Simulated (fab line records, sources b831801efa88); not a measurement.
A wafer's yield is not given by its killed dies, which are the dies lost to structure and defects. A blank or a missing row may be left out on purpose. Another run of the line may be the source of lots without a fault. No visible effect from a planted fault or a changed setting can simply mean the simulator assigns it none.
The tool behind it: which one? | flow gf180mcu | 12 lots, 36 wafers sampled, at 5 steps of a route of 602

## WHAT EACH GAUGE READ, for each wafer
GF_VT_IMPLANT_TW_MEAS_21.
lot  | measured     | on            | VT_IMPLANT_2_TW
L373 | day 6 05:13  | film-metro-01 | 1190 1190 1189
L377 | day 7 06:42  | film-metro-03 | 1192 1199 1199
L378 | day 7 11:31  | film-metro-04 | 1224 1228 1227
L381 | day 8 10:55  | film-metro-03 | 1199 1189 1194
L382 | day 8 17:36  | film-metro-03 | 1202 1193 1199
L383 | day 8 22:06  | film-metro-01 | 1201 1190 1201
L384 | day 9 07:17  | film-metro-01 | 1192 1191 1190
L387 | day 10 00:52 | film-metro-04 | 1215 1213 1218
L388 | day 10 04:26 | film-metro-01 | 1064 1056 1065 1063 1061 1070
L389 | day 10 11:19 | film-metro-04 | 1215 1217 1217
L390 | day 10 17:50 | film-metro-04 | 1083 1087 1082 1092 1086 1082
L396 | day 12 06:17 | film-metro-01 | 1194 1198 1196

GF_VT_IMPLANT_OVL_MEAS_40.
lot  | measured     | on         | VT_IMPLANT_03_OVL (nm)
L373 | day 7 12:37  | overlay-01 | 0.2 0.8 0.8
L377 | day 8 14:49  | overlay-01 | 0.4 -1.7 -0.3
L378 | day 8 20:55  | overlay-02 | -2.1 -2.5 -2.9
L381 | day 9 18:57  | overlay-02 | -1.0 -1.9 -2.6
L382 | day 10 02:25 | overlay-01 | 0.5 -0.5 -0.1
L383 | day 10 07:16 | overlay-01 | -1.3 -1.3 -1.4
L384 | day 10 15:44 | overlay-02 | -1.3 -0.5 -1.2
L387 | day 11 12:32 | overlay-01 | -0.3 -1.4 -1.1
L388 | day 11 16:22 | overlay-02 | -3.0 -2.0 -2.7
L389 | day 11 23:12 | overlay-02 | -1.5 -2.8 -2.3
L390 | day 12 06:26 | overlay-02 | -2.4 -1.5 -1.2
L396 | day 13 22:46 | overlay-01 | -1.3 -2.1 -1.5

## WHICH TOOL RAN EACH LOT (tool, then ch and the chambers of the sampled wafers, then the start)
lot  | GF_NWELL_STRIP_10                   | GF_MVSD_STRIP_10                    | GF_VT_IMPLANT_IMPLANT_19
L373 | plasma-asher-04 ch 0,1, day 3 07:38 | plasma-asher-01 ch 0,1, day 4 10:33 | implanter-04 ch 0, day 6 05:00
L377 | plasma-asher-02 ch 0,1, day 4 06:02 | plasma-asher-01 ch 0,1, day 5 10:11 | implanter-04 ch 0, day 7 06:29
L378 | plasma-asher-03 ch 0,1, day 4 10:32 | plasma-asher-04 ch 0,1, day 5 13:17 | implanter-04 ch 0, day 7 11:18
L381 | plasma-asher-02 ch 0,1, day 5 04:31 | plasma-asher-04 ch 0,1, day 6 10:35 | implanter-03 ch 0, day 8 10:41
L382 | plasma-asher-04 ch 0,1, day 5 10:37 | plasma-asher-04 ch 0,1, day 6 16:20 | implanter-04 ch 0, day 8 17:23
L383 | plasma-asher-04 ch 0,1, day 5 12:48 | plasma-asher-01 ch 0,1, day 6 20:16 | implanter-03 ch 0, day 8 21:51
L384 | plasma-asher-02 ch 0,1, day 5 20:53 | plasma-asher-01 ch 0, day 7 04:37   | implanter-02 ch 0, day 9 07:02
L387 | plasma-asher-03 ch 0,1, day 6 13:48 | plasma-asher-01 ch 0,1, day 7 22:30 | implanter-02 ch 0, day 10 00:37
L388 | plasma-asher-02 ch 0,1, day 6 18:20 | plasma-asher-04 ch 0,1, day 8 02:18 | implanter-02 ch 0, day 10 04:12
L389 | plasma-asher-03 ch 0,1, day 6 23:19 | plasma-asher-01 ch 0,1, day 8 07:40 | implanter-03 ch 0, day 10 11:05
L390 | plasma-asher-03 ch 0,1, day 7 06:08 | plasma-asher-04 ch 0,1, day 8 14:43 | implanter-02 ch 0, day 10 17:35
L396 | plasma-asher-03 ch 0,1, day 8 13:29 | plasma-asher-03 ch 0,1, day 9 23:08 | implanter-04 ch 0, day 12 06:02
- GF_NWELL_STRIP_10: strips in O2/N2.
- GF_MVSD_STRIP_10: strips in O2/N2.
- GF_VT_IMPLANT_IMPLANT_19

## AS READ BY THE TOOLS THEMSELVES (means over the sampled wafers that have a number; for cases with no such wafer, the mark the record gives instead)
GF_NWELL_STRIP_10.
lot  | tool            | drypump-motor-current-A (A) | heater-power-w (W) | n2-flow-sccm (sccm) | oes-product-au (a.u.) | strip-time-to-endpoint-s (s)
L373 | plasma-asher-04 | 5.1                         | 357                | 299.4               | 0.723                 | 36.95
L377 | plasma-asher-02 | 5.8                         | 347                | 299.9               | 0.722                 | 36.91
L378 | plasma-asher-03 | 5.8                         | 349                | 300.5               | 0.722                 | 36.97
L381 | plasma-asher-02 | 5.8                         | 351                | 299.4               | 0.722                 | 36.98
L382 | plasma-asher-04 | 5.1                         | 357                | 299.6               | 0.722                 | 36.97
L383 | plasma-asher-04 | 5.4                         | 363                | 299.1               | 0.723                 | 36.93
L384 | plasma-asher-02 | 6.1                         | 347                | 299.8               | 0.722                 | 36.96
L387 | plasma-asher-03 | 5.8                         | 344                | 299.9               | 0.719                 | 36.81
L388 | plasma-asher-02 | 5.8                         | 356                | 299.7               | 0.723                 | 37.15
L389 | plasma-asher-03 | 5.9                         | 341                | 299.8               | 0.722                 | 37.01
L390 | plasma-asher-03 | 5.9                         | 344                | 300.8               | 0.726                 | 36.98
L396 | plasma-asher-03 | 5.8                         | 348                | 300.5               | 0.723                 | 36.88

GF_MVSD_STRIP_10.
lot  | tool            | drypump-motor-current-A (A) | heater-power-w (W) | n2-flow-sccm (sccm) | oes-product-au (a.u.) | strip-time-to-endpoint-s (s)
L373 | plasma-asher-01 | 5.8                         | 332                | 299.6               | 0.719                 | 37.04
L377 | plasma-asher-01 | 5.6                         | 322                | 300.3               | 0.725                 | 36.88
L378 | plasma-asher-04 | 5.4                         | 365                | 300.3               | 0.722                 | 36.86
L381 | plasma-asher-04 | 5.1                         | 364                | 300.7               | 0.723                 | 36.99
L382 | plasma-asher-04 | 5.4                         | 379                | 300.6               | 0.724                 | 36.88
L383 | plasma-asher-01 | 5.8                         | 329                | 300.4               | 0.725                 | 36.79
L384 | plasma-asher-01 | 5.3                         | 316                | 300.5               | 0.723                 | 36.80
L387 | plasma-asher-01 | 5.6                         | 319                | 299.5               | 0.725                 | 36.70
L388 | plasma-asher-04 | 5.1                         | 350                | 299.6               | 0.723                 | 36.89
L389 | plasma-asher-01 | 5.8                         | 330                | 299.3               | 0.724                 | 37.10
L390 | plasma-asher-04 | 5.1                         | 357                | 298.9               | 0.721                 | 37.03
L396 | plasma-asher-03 | 5.8                         | 348                | 300.3               | 0.720                 | 37.25

GF_VT_IMPLANT_IMPLANT_19.
lot  | tool         | tilt-deg (degrees)
L373 | implanter-04 | 7.010
L377 | implanter-04 | 7.005
L378 | implanter-04 | 6.995
L381 | implanter-03 | 6.999
L382 | implanter-04 | 6.998
L383 | implanter-03 | 7.005
L384 | implanter-02 | 6.971
L387 | implanter-02 | 6.992
L388 | implanter-02 | 0.028
L389 | implanter-03 | 6.987
L390 | implanter-02 | 0.005
L396 | implanter-04 | 7.038

## THE ANSWER, worked out from the rows above alone
Rule: the usual values come from the lots themselves. The widest of any qualifying gaps counts: lots, ordered by their means at a reading, are off when they make up no more than a third of the lots, leave a main group of 4 or more, and stand apart from it by 3 or more times the standard deviation of that group's means. Not used: any main group whose means are identical at the precision the tables above print for the reading. A lot without any number at a reading at which 4 lots or more have one is off too. Where the step has rows for the other lots, those lots are counted as sound. First the gauges in route order, then the tools' own readings, where a lot's mean is used as printed above. The first step at which some lot is off is used, and at that step the reading that is off furthest; a lot without a number counts as furthest.
Off: L388, L390, at GF_VT_IMPLANT_TW_MEAS_21 (VT_IMPLANT_2_TW). Main group: mean 1202, sd 12.
A tool fits if, at a process step before that reading, it ran every lot that is off, and no sound lot after the first of them. The gauges at GF_VT_IMPLANT_TW_MEAS_21 aren't tried: what is off there is off at GF_VT_IMPLANT_IMPLANT_19 too, on other tools, and a gauge's error can't cause that. Undecided on this evidence; 2 tools fit (plasma-asher-04 at GF_MVSD_STRIP_10, implanter-02 at GF_VT_IMPLANT_IMPLANT_19).

## WHAT THE SIMULATOR HAD INSERTED
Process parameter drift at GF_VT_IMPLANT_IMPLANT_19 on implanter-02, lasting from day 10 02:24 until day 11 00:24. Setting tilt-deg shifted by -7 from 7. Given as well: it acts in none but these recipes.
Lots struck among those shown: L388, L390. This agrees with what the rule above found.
